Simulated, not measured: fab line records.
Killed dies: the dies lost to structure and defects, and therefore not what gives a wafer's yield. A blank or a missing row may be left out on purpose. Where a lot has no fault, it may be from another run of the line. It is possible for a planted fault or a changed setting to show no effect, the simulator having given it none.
fab line records -- flow sky130 -- part 1 of 2: steps 1 to 27 of 39
record lots=5, wafers=15, lastDay=51
route steps=708 shown VIA2@511 METAL3@532 CAPM@537
lots that met no fault: from a run of the same line without faults
startH: start of the lot's first displayed wafer, in hours after the record's first day -- waitH: hours elapsed since this lot's preceding step -- " repeats the value in the row above -- L1.1+2: a row that stands for several wafers -- - no value, or no start was given -- * or withheld: withheld -- < > ~ a bound
route shown NAME@n: a module of which the file shows steps, and the number in the route of the first -- usual: mean/standard deviation taken from wafers without a fault -- same: alike in all rows -- chamber/n: place in a boat -- sites: each site's reading -- _std_site: their standard deviation -- _edge_site: outer sites' mean less inner sites' -- radiusMm: how far each site lies from the wafer's centre -- mask NAME#n: copy n -- behind: the tool/chamber that last shaped the wafer -- hold: what put the lot on hold/how long, in hours/how the hold closed -- device: the transistor (n, p or np) that didn't switch -- end of line: tests of these same wafers at the route's end -- a step with no rows: only its recipe -- killed: not the wafer's yield, but the dies lost to structure and defects at the first sort -- map: dies across one wafer; x = killed, . = not, _ = none there
set.NAME: setting as actually run; set.NAME@STEP: the setting as run at that earlier step -- model.NAME: the simulator's own value behind a step, which no gauge read
lots at some steps of the route; a table a step, a row a wafer
services: the hour from which a tool's chamber was out of use, counted from the record's first day as startH (under 0 if before that day), plus the number of hours and why
## steps
# step SKY_VIA2_DEHYDRATE_04
# recipe tempC=200, timeS=60
lot.wafer,tool,chamber,startH,waitH
L075.2+4+6,lithoTrack-02,0,867.36,12.8
L080.3+4+6,lithoTrack-01,0,903.30,12.3
L090.2+5+6,lithoTrack-03,0,967.47,12.4
L094.2+4+6,lithoTrack-03,0,996.47,11.3
L096.1+3+4,lithoTrack-01,0,1011.15,10.8
# step SKY_VIA2_HMDS_05
# recipe primeTimeS=60, primeTempC=120
lot.wafer,tool,chamber,startH,waitH
L075.2+4+6,lithoTrack-02,0,867.51,0.1
L080.3+4+6,lithoTrack-01,0,903.45,0.1
L090.2+5+6,lithoTrack-03,0,967.62,0.1
L094.2+4+6,lithoTrack-03,0,996.62,0.1
L096.1+3+4,lithoTrack-01,0,1011.30,0.1
# step SKY_VIA2_COAT_06
# recipe resist=BARC, tempC=withheld, timeS=withheld, spinRpm=3000, resistThkNm=60
# usual spinSpeedRpm=3000.0/2
lot.wafer,tool,chamber,startH,waitH,spinSpeedRpm
L075.2,lithoTrack-02,0,867.66,0.1,2996.9
L075.4,lithoTrack-02,0,867.66,0.1,2999.2
L075.6,lithoTrack-02,0,867.66,0.1,3001.4
L080.3,lithoTrack-01,0,903.60,0.1,2998.6
L080.4,lithoTrack-01,0,903.60,0.1,2998.9
L080.6,lithoTrack-01,0,903.60,0.1,2997.7
L090.2,lithoTrack-03,0,967.77,0.1,3002.9
L090.5,lithoTrack-03,0,967.77,0.1,3001.4
L090.6,lithoTrack-03,0,967.77,0.1,2997.2
L094.2,lithoTrack-03,0,996.77,0.1,2998.8
L094.4,lithoTrack-03,0,996.77,0.1,3002.9
L094.6,lithoTrack-03,0,996.77,0.1,3001.7
L096.1,lithoTrack-01,0,1011.45,0.1,2999.8
L096.3,lithoTrack-01,0,1011.45,0.1,2999.5
L096.4,lithoTrack-01,0,1011.45,0.1,3002.8
# step SKY_VIA2_COAT_07
# recipe resist=KrF-thick, spinRpm=3000, resistThkNm=450
# usual spinSpeedRpm=2999.8/2.2
lot.wafer,tool,chamber,startH,waitH,spinSpeedRpm
L075.2,lithoTrack-02,0,-,-,2998.8
L075.4,lithoTrack-02,0,-,-,3001.9
L075.6,lithoTrack-02,0,-,-,3000.5
L080.3,lithoTrack-01,0,-,-,2997.2
L080.4,lithoTrack-01,0,-,-,2999.9
L080.6,lithoTrack-01,0,-,-,2999.4
L090.2,lithoTrack-03,0,-,-,2996.8
L090.5,lithoTrack-03,0,-,-,3001.9
L090.6,lithoTrack-03,0,-,-,2999.2
L094.2,lithoTrack-03,0,-,-,2999.9
L094.4,lithoTrack-03,0,-,-,2999.8
L094.6,lithoTrack-03,0,-,-,2997.2
L096.1,lithoTrack-01,0,-,-,3000.3
L096.3,lithoTrack-01,0,-,-,2999.8
L096.4,lithoTrack-01,0,-,-,2999.4
# step SKY_VIA2_SOFTBAKE_08
# recipe tempC=100, timeS=90, resist=KrF-thick
lot.wafer,tool,chamber,startH,waitH
L075.2+4+6,lithoTrack-02,0,-,-
L080.3+4+6,lithoTrack-01,0,-,-
L090.2+5+6,lithoTrack-03,0,-,-
L094.2+4+6,lithoTrack-03,0,-,-
L096.1+3+4,lithoTrack-01,0,-,-
# step SKY_VIA2_EXPOSE_09
# recipe maskId=VIM2, na=0.8, sourceShape=annular, sigmaInner=0.55, sigmaOuter=0.85, targetCdNm=200, doseMj=38
lot.wafer,tool,chamber,startH,waitH,mask
L075.2+4+6,krfScanner-02,0,-,-,VIM2#0
L080.3+4+6,krfScanner-02,0,-,-,VIM2#0
L090.2+5+6,krfScanner-02,0,-,-,VIM2#0
L094.2+4+6,krfScanner-02,0,-,-,VIM2#0
L096.1+3+4,krfScanner-01,0,-,-,VIM2#0
# step SKY_VIA2_PEB_10
# recipe pebTempC=withheld, pebTimeS=withheld, resist=KrF-thick
lot.wafer,tool,chamber,startH,waitH
L075.2+4+6,lithoTrack-02,0,-,-
L080.3+4+6,lithoTrack-03,0,-,-
L090.2+5+6,lithoTrack-02,0,-,-
L094.2+4+6,lithoTrack-02,0,-,-
L096.1+3+4,lithoTrack-01,0,-,-
# step SKY_VIA2_DEVELOP_11
# recipe developTimeS=62.5, resist=KrF-thick, devTempC=21
# usual developerTempC=21.03/0.11
lot.wafer,tool,chamber,startH,waitH,developerTempC
L075.2,lithoTrack-02,0,-,-,21.04
L075.4,lithoTrack-02,0,-,-,20.95
L075.6,lithoTrack-02,0,-,-,21.11
L080.3,lithoTrack-03,0,-,-,20.91
L080.4,lithoTrack-03,0,-,-,21.14
L080.6,lithoTrack-03,0,-,-,21.04
L090.2,lithoTrack-02,0,-,-,21.20
L090.5,lithoTrack-02,0,-,-,21.28
L090.6,lithoTrack-02,0,-,-,21.22
L094.2,lithoTrack-02,0,-,-,21.15
L094.4,lithoTrack-02,0,-,-,21.09
L094.6,lithoTrack-02,0,-,-,21.09
L096.1,lithoTrack-01,0,-,-,20.87
L096.3,lithoTrack-01,0,-,-,20.86
L096.4,lithoTrack-01,0,-,-,21.03
# step SKY_VIA2_CD_MEAS_12
# recipe targetCdNm=200
# usual cdNm=199.8/1.6
lot.wafer,tool,chamber,startH,waitH,cdNm
L075.2,cdSem-02,-,880.60,-,202.7
L075.4,cdSem-02,-,880.60,-,201.6
L075.6,cdSem-02,-,880.60,-,201.2
L080.3,cdSem-01,-,917.14,-,199.1
L080.4,cdSem-01,-,917.14,-,199.9
L080.6,cdSem-01,-,917.14,-,199.1
L090.2,cdSem-02,-,980.30,-,200.0
L090.5,cdSem-02,-,980.30,-,198.4
L090.6,cdSem-02,-,980.30,-,199.9
L094.2,cdSem-02,-,1008.45,-,198.8
L094.4,cdSem-02,-,1008.45,-,199.1
L094.6,cdSem-02,-,1008.45,-,198.6
L096.1,cdSem-02,-,1023.70,-,198.8
L096.3,cdSem-02,-,1023.70,-,200.3
L096.4,cdSem-02,-,1023.70,-,198.1
# step SKY_VIA2_OVL_MEAS_13
# usual VIA2_OVL=1/6.6
lot.wafer,tool,chamber,startH,waitH,VIA2_OVL[nm]
L075.2,overlay-02,-,880.71,0.1,-5
L075.4,overlay-02,-,880.71,0.1,-7
L075.6,overlay-02,-,880.71,0.1,2
L080.3,overlay-01,-,917.23,0.1,4
L080.4,overlay-01,-,917.23,0.1,13
L080.6,overlay-01,-,917.23,0.1,4
L090.2,overlay-02,-,980.41,0.1,5
L090.5,overlay-02,-,980.41,0.1,5
L090.6,overlay-02,-,980.41,0.1,5
L094.2,overlay-01,-,1008.56,0.1,5
L094.4,overlay-01,-,1008.56,0.1,8
L094.6,overlay-01,-,1008.56,0.1,-5
L096.1,overlay-01,-,1023.82,0.1,-9
L096.3,overlay-01,-,1023.82,0.1,-3
L096.4,overlay-01,-,1023.82,0.1,-6
# step SKY_VIA2_ETCH_14
# recipe chemistry=N2/H2, target=BARC, ionEnergyEv=200, sourceW=500, biasW=100, pressureMtorr=30, n2FlowSccm=100, h2FlowSccm=200, stopOn=SiO2, timeS=45.9, targetDepthA=600
# usual drypumpMotorCurrentA=5.8/0.44, oesProductAu=0.854/0.005, throttleValvePct=13.224/0.0095
lot.wafer,tool,chamber,startH,waitH,drypumpMotorCurrentA,oesProductAu,rfHoursCounterH,throttleValvePct
L075.2,rieDiel-01,3,880.74,0.0,5.7,0.848,25,13.209
L075.4,rieDiel-01,2,880.74,0.0,5.3,0.854,2,13.219
L075.6,rieDiel-01,1,880.74,0.0,5.6,0.852,-,13.222
L080.3,rieDiel-02,2,917.25,0.0,6.7,0.855,8,13.231
L080.4,rieDiel-02,0,917.25,0.0,5.7,0.855,19,13.207
L080.6,rieDiel-02,1,917.25,0.0,6.6,0.855,-,13.217
L090.2,rieDiel-01,0,980.44,0.0,6.2,0.858,7,13.212
L090.5,rieDiel-01,0,980.44,0.0,6.2,0.853,-,13.217
L090.6,rieDiel-01,1,980.44,0.0,5.6,0.854,-,13.228
L094.2,rieDiel-02,1,1008.59,0.0,6.6,0.857,5,13.199
L094.4,rieDiel-02,3,1008.59,0.0,5.6,0.857,12,13.215
L094.6,rieDiel-02,2,1008.59,0.0,6.8,0.849,-,13.227
L096.1,rieDiel-04,3,1023.85,0.0,5.6,0.843,26,13.237
L096.3,rieDiel-04,0,1023.85,0.0,5.5,0.854,7,13.208
L096.4,rieDiel-04,2,1023.85,0.0,5.5,0.848,18,13.232
# step SKY_VIA2_ETCH_15
# recipe target=SiO2, chemistry=C4F8/O2/Ar, targetDepthNm=546, stopOn=TiN, maskMaterial=KrF-thick, sourceW=1500, biasW=1200, pressureMtorr=40, c4f8FlowSccm=withheld, O2_flow_sccm=6, Ar_flow_sccm=300, timeS=84
# usual oesProductAu=0.940/0.0048
lot.wafer,tool,chamber,startH,waitH,oesProductAu,rfHoursCounterH
L075.2,rieDiel-01,3,880.78,0.0,0.945,25
L075.4,rieDiel-01,2,880.78,0.0,0.933,2
L075.6,rieDiel-01,1,880.78,0.0,0.943,-
L080.3,rieDiel-02,2,917.30,0.0,0.940,8
L080.4,rieDiel-02,0,917.30,0.0,0.945,19
L080.6,rieDiel-02,1,917.30,0.0,0.947,-
L090.2,rieDiel-01,0,980.48,0.0,0.949,8
L090.5,rieDiel-01,0,980.48,0.0,0.939,-
L090.6,rieDiel-01,1,980.48,0.0,0.937,-
L094.2,rieDiel-02,1,1008.63,0.0,0.935,5
L094.4,rieDiel-02,3,1008.63,0.0,0.945,12
L094.6,rieDiel-02,2,1008.63,0.0,0.949,-
L096.1,rieDiel-04,3,1023.90,0.0,0.944,26
L096.3,rieDiel-04,0,1023.90,0.0,0.946,8
L096.4,rieDiel-04,2,1023.90,0.0,0.936,18
# step SKY_VIA2_STRIP_16
# recipe chemistry=O2/N2, powerW=1400, pressureMtorr=1500, platenTempC=withheld, o2FlowSccm=3000, n2FlowSccm=300, overashFraction=0.5
# usual drypumpMotorCurrentA=5.7/0.34, oesProductAu=0.399/0.0045, stripTimeToEndpointS=4.054/0.023
lot.wafer,tool,chamber,startH,waitH,drypumpMotorCurrentA,oesProductAu,rfHoursCounterH,stripTimeToEndpointS
L075.2,plasmaAsher-04,0,880.84,0.0,6.1,0.402,44,4.060
L075.4,plasmaAsher-04,0,880.84,0.0,6.1,0.392,-,4.030
L075.6,plasmaAsher-04,0,880.84,0.0,6.1,0.403,-,4.043
L080.3,plasmaAsher-03,1,917.39,0.1,5.6,0.393,-,4.064
L080.4,plasmaAsher-03,0,917.39,0.1,5.7,0.402,-,4.057
L080.6,plasmaAsher-03,0,917.39,0.1,5.7,0.396,-,4.040
L090.2,plasmaAsher-04,1,980.54,0.0,5.7,0.397,54,4.053
L090.5,plasmaAsher-04,1,980.54,0.0,5.7,0.400,-,4.070
L090.6,plasmaAsher-04,0,980.54,0.0,6.2,0.397,-,4.073
L094.2,plasmaAsher-01,1,1008.69,0.0,5.7,0.404,26,4.031
L094.4,plasmaAsher-01,0,1008.69,0.0,5.0,0.399,-,4.074
L094.6,plasmaAsher-01,1,1008.69,0.0,5.7,0.408,-,4.051
L096.1,plasmaAsher-03,0,1023.96,0.0,5.7,0.398,121,4.024
L096.3,plasmaAsher-03,1,1023.96,0.0,5.6,0.399,-,4.073
L096.4,plasmaAsher-03,0,1023.96,0.0,5.7,0.402,-,4.036
# step SKY_VIA2_STRIP_17
# recipe chemistry=postEtchResidueRemover, timeS=1200, tempC=72.5
# usual bathHeatDutyPct=15.3/1.5, tempC=72.48/0.14
lot.wafer,tool,chamber,startH,waitH,bathHeatDutyPct,tempC
L075.2,wetBench-02,2,880.94,0.1,12.8,72.56
L075.4,wetBench-02,2,880.94,0.1,13.2,72.50
L075.6,wetBench-02,2,880.94,0.1,12.5,72.31
L080.3,wetBench-01,0,917.46,0.0,17.0,72.33
L080.4,wetBench-01,0,917.46,0.0,17.4,72.46
L080.6,wetBench-01,0,917.46,0.0,17.5,72.34
L090.2,wetBench-04,1,980.64,0.1,15.6,72.56
L090.5,wetBench-04,1,980.64,0.1,15.5,72.72
L090.6,wetBench-04,1,980.64,0.1,16.0,72.64
L094.2,wetBench-04,2,1008.79,0.1,15.3,72.45
L094.4,wetBench-04,2,1008.79,0.1,16.4,72.52
L094.6,wetBench-04,2,1008.79,0.1,16.8,72.62
L096.1,wetBench-02,3,1024.06,0.1,14.4,72.65
L096.3,wetBench-02,3,1024.06,0.1,15.3,72.54
L096.4,wetBench-02,3,1024.06,0.1,13.6,72.58
# step SKY_VIA2_CLEAN_18
# recipe chemistry=IPA, timeS=180, tempC=25
# usual bathHeatDutyPct=6.6/0.74, tempC=24.99/0.13
lot.wafer,tool,chamber,startH,waitH,bathHeatDutyPct,tempC
L075.2,wetBench-04,2,881.31,0.0,7.2,25.10
L075.4,wetBench-04,2,881.31,0.0,7.6,25.05
L075.6,wetBench-04,2,881.31,0.0,6.8,25.00
L080.3,wetBench-04,0,917.83,0.0,5.5,24.98
L080.4,wetBench-04,0,917.83,0.0,5.7,25.13
L080.6,wetBench-04,0,917.83,0.0,5.7,25.23
L090.2,wetBench-02,3,980.98,0.0,6.5,25.09
L090.5,wetBench-02,3,980.98,0.0,5.7,25.22
L090.6,wetBench-02,3,980.98,0.0,6.2,25.07
L094.2,wetBench-01,3,1009.17,0.0,7.0,24.95
L094.4,wetBench-01,3,1009.17,0.0,7.0,24.91
L094.6,wetBench-01,3,1009.17,0.0,6.3,25.15
L096.1,wetBench-04,3,1024.47,0.0,6.9,24.88
L096.3,wetBench-04,3,1024.47,0.0,6.9,24.87
L096.4,wetBench-04,3,1024.47,0.0,7.1,25.07
# step SKY_VIA2_CLEAN_19
# recipe chemistry=O3/DIW, dry=n2Spin
lot.wafer,tool,chamber,startH,waitH
L075.2+4+6,wetBench-02,2,881.37,0.0
L080.3+4+6,wetBench-02,2,917.96,0.0
L090.2+5+6,wetBench-01,1,981.04,0.0
L094.2+4+6,wetBench-04,2,1009.22,0.0
L096.1+3+4,wetBench-02,0,1024.52,0.0
# step SKY_VIA2_SPUTTER_20
# recipe material=TiN, targetThkNm=20, chamberPressurePa=4.881, powerW=4000, timeS=80
# usual throttleValvePct=30.0/1.1
lot.wafer,tool,chamber,startH,waitH,throttleValvePct
L075.2,pvdSputter-01,-,881.47,0.0,28.9
L075.4,pvdSputter-01,-,881.47,0.0,31.7
L075.6,pvdSputter-01,-,881.47,0.0,28.5
L080.3,pvdSputter-03,-,918.05,0.0,28.9
L080.4,pvdSputter-03,-,918.05,0.0,29.7
L080.6,pvdSputter-03,-,918.05,0.0,31.6
L090.2,pvdSputter-02,-,981.15,0.0,31.1
L090.5,pvdSputter-02,-,981.15,0.0,31.4
L090.6,pvdSputter-02,-,981.15,0.0,29.8
L094.2,pvdSputter-02,-,1009.32,0.0,29.7
L094.4,pvdSputter-02,-,1009.32,0.0,30.2
L094.6,pvdSputter-02,-,1009.32,0.0,31.0
L096.1,pvdSputter-03,-,1024.63,0.0,31.7
L096.3,pvdSputter-03,-,1024.63,0.0,28.9
L096.4,pvdSputter-03,-,1024.63,0.0,30.5
# step SKY_VIA2_CVD_21
# recipe material=W, targetThkNm=420, timeS=126.4, tempC=400, pressureTorr=40
# usual heaterPowerOuterW=504/31, heaterPowerW=824/59
lot.wafer,tool,chamber,startH,waitH,heaterPowerOuterW,heaterPowerW
L075.2,cvdW-01,1,881.53,0.0,507,831
L075.4,cvdW-01,0,881.53,0.0,518,876
L075.6,cvdW-01,0,881.53,0.0,507,894
L080.3,cvdW-02,1,918.16,0.1,530,777
L080.4,cvdW-02,0,918.16,0.1,530,926
L080.6,cvdW-02,0,918.16,0.1,553,913
L090.2,cvdW-01,1,981.21,0.0,461,779
L090.5,cvdW-01,0,981.21,0.0,471,792
L090.6,cvdW-01,1,981.21,0.0,467,768
L094.2,cvdW-01,1,1009.38,0.0,474,794
L094.4,cvdW-01,1,1009.38,0.0,455,792
L094.6,cvdW-01,0,1009.38,0.0,469,794
L096.1,cvdW-02,1,1024.69,0.0,520,794
L096.3,cvdW-02,0,1024.69,0.0,536,901
L096.4,cvdW-02,1,1024.69,0.0,528,798
# step SKY_VIA2_RS_MEAS_22
# recipe thkMeasGauge=four-point-probe, reads=W_of_VIA2_CVD_21+TiN_of_VIA2_SPUTTER_20
# usual VIA2_W_RS=0.274/0.0035
lot.wafer,tool,chamber,startH,waitH,VIA2_W_RS[ohm/sq]
L075.2,filmMetro-01,-,881.68,0.1,0.268
L075.4,filmMetro-01,-,881.68,0.1,0.273
L075.6,filmMetro-01,-,881.68,0.1,0.272
L080.3,filmMetro-03,-,918.28,0.1,0.277
L080.4,filmMetro-03,-,918.28,0.1,0.279
L080.6,filmMetro-03,-,918.28,0.1,0.281
L090.2,filmMetro-02,-,981.36,0.1,0.270
L090.5,filmMetro-02,-,981.36,0.1,0.276
L090.6,filmMetro-02,-,981.36,0.1,0.271
L094.2,filmMetro-01,-,1009.54,0.1,0.274
L094.4,filmMetro-01,-,1009.54,0.1,0.272
L094.6,filmMetro-01,-,1009.54,0.1,0.275
L096.1,filmMetro-03,-,1024.82,0.1,0.275
L096.3,filmMetro-03,-,1024.82,0.1,0.279
L096.4,filmMetro-03,-,1024.82,0.1,0.277
# step SKY_VIA2_THK_MEAS_23
# recipe thkMeasGauge=xrf, reads=W_of_VIA2_CVD_21
# usual VIA2_W_THK=429/7.1
lot.wafer,tool,chamber,startH,waitH,VIA2_W_THK[nm]
L075.2,filmMetro-01,-,881.79,0.1,449
L075.4,filmMetro-01,-,881.79,0.1,440
L075.6,filmMetro-01,-,881.79,0.1,441
L080.3,filmMetro-03,-,918.38,0.1,422
L080.4,filmMetro-03,-,918.38,0.1,419
L080.6,filmMetro-03,-,918.38,0.1,416
L090.2,filmMetro-02,-,981.47,0.1,443
L090.5,filmMetro-02,-,981.47,0.1,431
L090.6,filmMetro-02,-,981.47,0.1,437
L094.2,filmMetro-01,-,1009.65,0.1,425
L094.4,filmMetro-01,-,1009.65,0.1,433
L094.6,filmMetro-01,-,1009.65,0.1,427
L096.1,filmMetro-03,-,1024.94,0.1,422
L096.3,filmMetro-03,-,1024.94,0.1,416
L096.4,filmMetro-03,-,1024.94,0.1,420
# step SKY_VIA2_CMP_24
# recipe stopOn=SiO2, tOverpolishS=20, downForcePsi=3.5, platenRpm=60, targetThkNm=0, padVelocityMS=0.94248
# usual motorCurrentA=11.5/1.2, overpolishRunS=20.000/0.009, timeToEndpointS=101/5.1
lot.wafer,tool,chamber,startH,waitH,motorCurrentA,overpolishRunS,timeToEndpointS
L075.2,cmp-02,3,881.84,0.0,10.0,20.000,105
L075.4,cmp-02,2,881.84,0.0,10.6,20.012,94
L075.6,cmp-02,3,881.84,0.0,10.1,20.000,102
L080.4,cmp-02,2,918.64,0.2,11.1,19.997,102
L080.3,cmp-02,0,918.64,0.2,11.9,20.008,109
L080.6,cmp-02,3,918.64,0.2,10.4,20.009,102
L090.2,cmp-01,3,981.62,0.1,10.0,19.994,99
L090.5,cmp-01,1,981.62,0.1,13.3,20.010,93
L090.6,cmp-01,2,981.62,0.1,10.8,20.002,105
L094.2,cmp-01,2,1009.70,0.0,10.4,19.998,102
L094.4,cmp-01,3,1009.70,0.0,10.5,20.016,94
L094.6,cmp-01,3,1009.70,0.0,10.4,20.011,95
L096.1,cmp-02,0,1025.00,0.1,12.3,19.991,103
L096.3,cmp-02,1,1025.00,0.1,12.0,19.999,100
L096.4,cmp-02,2,1025.00,0.1,10.9,19.998,97
# step SKY_METAL3_SPUTTER_00
# recipe material=Ti, targetThkNm=15, powerW=3000, timeS=10, chamberPressurePa=0.4
# usual throttleValvePct=30.2/1.1
lot.wafer,tool,chamber,startH,waitH,throttleValvePct
L075.2,pvdSputter-03,-,882.14,0.2,31.7
L075.4,pvdSputter-03,-,882.14,0.2,28.7
L075.6,pvdSputter-03,-,882.14,0.2,28.6
L080.3,pvdSputter-03,-,918.94,0.1,28.4
L080.4,pvdSputter-03,-,918.94,0.1,30.2
L080.6,pvdSputter-03,-,918.94,0.1,31.9
L090.2,pvdSputter-01,-,981.82,0.1,31.7
L090.5,pvdSputter-01,-,981.82,0.1,30.2
L090.6,pvdSputter-01,-,981.82,0.1,28.7
L094.2,pvdSputter-04,-,1010.00,0.2,31.7
L094.4,pvdSputter-04,-,1010.00,0.2,30.8
L094.6,pvdSputter-04,-,1010.00,0.2,29.9
L096.1,pvdSputter-04,-,1025.30,0.2,31.6
L096.3,pvdSputter-04,-,1025.30,0.2,29.7
L096.4,pvdSputter-04,-,1025.30,0.2,30.9
# step SKY_METAL3_SPUTTER_01
# recipe material=TiN, targetThkNm=20, powerW=6500, timeS=16.7, chamberPressurePa=0.4
# usual throttleValvePct=30.2/1
lot.wafer,tool,chamber,startH,waitH,throttleValvePct
L075.2,pvdSputter-03,-,882.17,0.0,31.6
L075.4,pvdSputter-03,-,882.17,0.0,28.9
L075.6,pvdSputter-03,-,882.17,0.0,28.6
L080.3,pvdSputter-03,-,918.96,0.0,28.8
L080.4,pvdSputter-03,-,918.96,0.0,30.5
L080.6,pvdSputter-03,-,918.96,0.0,31.7
L090.2,pvdSputter-01,-,981.85,0.0,31.7
L090.5,pvdSputter-01,-,981.85,0.0,30.3
L090.6,pvdSputter-01,-,981.85,0.0,28.7
L094.2,pvdSputter-04,-,1010.02,0.0,31.6
L094.4,pvdSputter-04,-,1010.02,0.0,30.7
L094.6,pvdSputter-04,-,1010.02,0.0,29.9
L096.1,pvdSputter-04,-,1025.33,0.0,31.5
L096.3,pvdSputter-04,-,1025.33,0.0,29.6
L096.4,pvdSputter-04,-,1025.33,0.0,30.9
# step SKY_METAL3_SPUTTER_02
# recipe material=AlCu, targetThkNm=735, powerW=10600, timeS=39.1, chamberPressurePa=0.4
# usual throttleValvePct=30.2/1.1
lot.wafer,tool,chamber,startH,waitH,throttleValvePct
L075.2,pvdSputter-03,-,882.19,0.0,31.8
L075.4,pvdSputter-03,-,882.19,0.0,28.6
L075.6,pvdSputter-03,-,882.19,0.0,28.9
L080.3,pvdSputter-03,-,918.99,0.0,28.9
L080.4,pvdSputter-03,-,918.99,0.0,30.3
L080.6,pvdSputter-03,-,918.99,0.0,31.5
L090.2,pvdSputter-01,-,981.87,0.0,31.6
L090.5,pvdSputter-01,-,981.87,0.0,30.1
L090.6,pvdSputter-01,-,981.87,0.0,28.7
L094.2,pvdSputter-04,-,1010.04,0.0,31.5
L094.4,pvdSputter-04,-,1010.04,0.0,30.8
L094.6,pvdSputter-04,-,1010.04,0.0,29.8
L096.1,pvdSputter-04,-,1025.35,0.0,31.6
L096.3,pvdSputter-04,-,1025.35,0.0,29.9
L096.4,pvdSputter-04,-,1025.35,0.0,30.9
# step SKY_METAL3_SPUTTER_03
# recipe material=Ti, targetThkNm=5, powerW=3000, timeS=3.3, chamberPressurePa=0.4
# usual throttleValvePct=30.2/1.1
lot.wafer,tool,chamber,startH,waitH,throttleValvePct
L075.2,pvdSputter-03,-,882.23,0.0,31.6
L075.4,pvdSputter-03,-,882.23,0.0,28.7
L075.6,pvdSputter-03,-,882.23,0.0,28.6
L080.3,pvdSputter-03,-,919.03,0.0,28.8
L080.4,pvdSputter-03,-,919.03,0.0,30.6
L080.6,pvdSputter-03,-,919.03,0.0,31.9
L090.2,pvdSputter-01,-,981.91,0.0,31.4
L090.5,pvdSputter-01,-,981.91,0.0,30.3
L090.6,pvdSputter-01,-,981.91,0.0,28.8
L094.2,pvdSputter-04,-,1010.08,0.0,31.7
L094.4,pvdSputter-04,-,1010.08,0.0,30.8
L094.6,pvdSputter-04,-,1010.08,0.0,30.0
L096.1,pvdSputter-04,-,1025.39,0.0,31.5
L096.3,pvdSputter-04,-,1025.39,0.0,30.0
L096.4,pvdSputter-04,-,1025.39,0.0,30.6
# step SKY_METAL3_SPUTTER_04
# recipe material=TiN, targetThkNm=70, powerW=6500, timeS=58.3, chamberPressurePa=0.4
# usual throttleValvePct=30.2/1.1
lot.wafer,tool,chamber,startH,waitH,throttleValvePct
L075.2,pvdSputter-03,-,882.25,0.0,31.5
L075.4,pvdSputter-03,-,882.25,0.0,28.4
L075.6,pvdSputter-03,-,882.25,0.0,28.8
L080.3,pvdSputter-03,-,919.05,0.0,28.5
L080.4,pvdSputter-03,-,919.05,0.0,30.3
L080.6,pvdSputter-03,-,919.05,0.0,31.6
L090.2,pvdSputter-01,-,981.93,0.0,31.9
L090.5,pvdSputter-01,-,981.93,0.0,30.1
L090.6,pvdSputter-01,-,981.93,0.0,28.7
L094.2,pvdSputter-04,-,1010.10,0.0,31.8
L094.4,pvdSputter-04,-,1010.10,0.0,30.7
L094.6,pvdSputter-04,-,1010.10,0.0,30.0
L096.1,pvdSputter-04,-,1025.41,0.0,31.5
L096.3,pvdSputter-04,-,1025.41,0.0,29.5
L096.4,pvdSputter-04,-,1025.41,0.0,31.0
# step SKY_CAPM_CVD_00
# recipe material=SiO2, targetThkNm=15.5, tempC=400, timeS=withheld, rfW=450
# usual heaterPowerOuterW=422/64, heaterPowerW=707/83
lot.wafer,tool,chamber,startH,waitH,heaterPowerOuterW,heaterPowerW
L075.2,pecvd-02,2,882.30,0.0,316,544
L075.4,pecvd-02,1,882.30,0.0,526,786
L075.6,pecvd-02,2,882.30,0.0,318,544
L080.3,pecvd-04,1,919.10,0.0,431,723
L080.4,pecvd-04,0,919.10,0.0,443,705
L080.6,pecvd-04,2,919.10,0.0,418,657
L090.2,pecvd-03,0,981.98,0.0,370,698
L090.5,pecvd-03,2,981.98,0.0,436,729
L090.6,pecvd-03,0,981.98,0.0,363,694
L094.2,pecvd-04,0,1010.15,0.0,411,653
L094.4,pecvd-04,2,1010.15,0.0,430,704
L094.6,pecvd-04,0,1010.15,0.0,411,655
L096.1,pecvd-02,1,1025.46,0.0,487,741
L096.3,pecvd-02,0,1025.46,0.0,345,606
L096.4,pecvd-02,1,1025.46,0.0,484,750
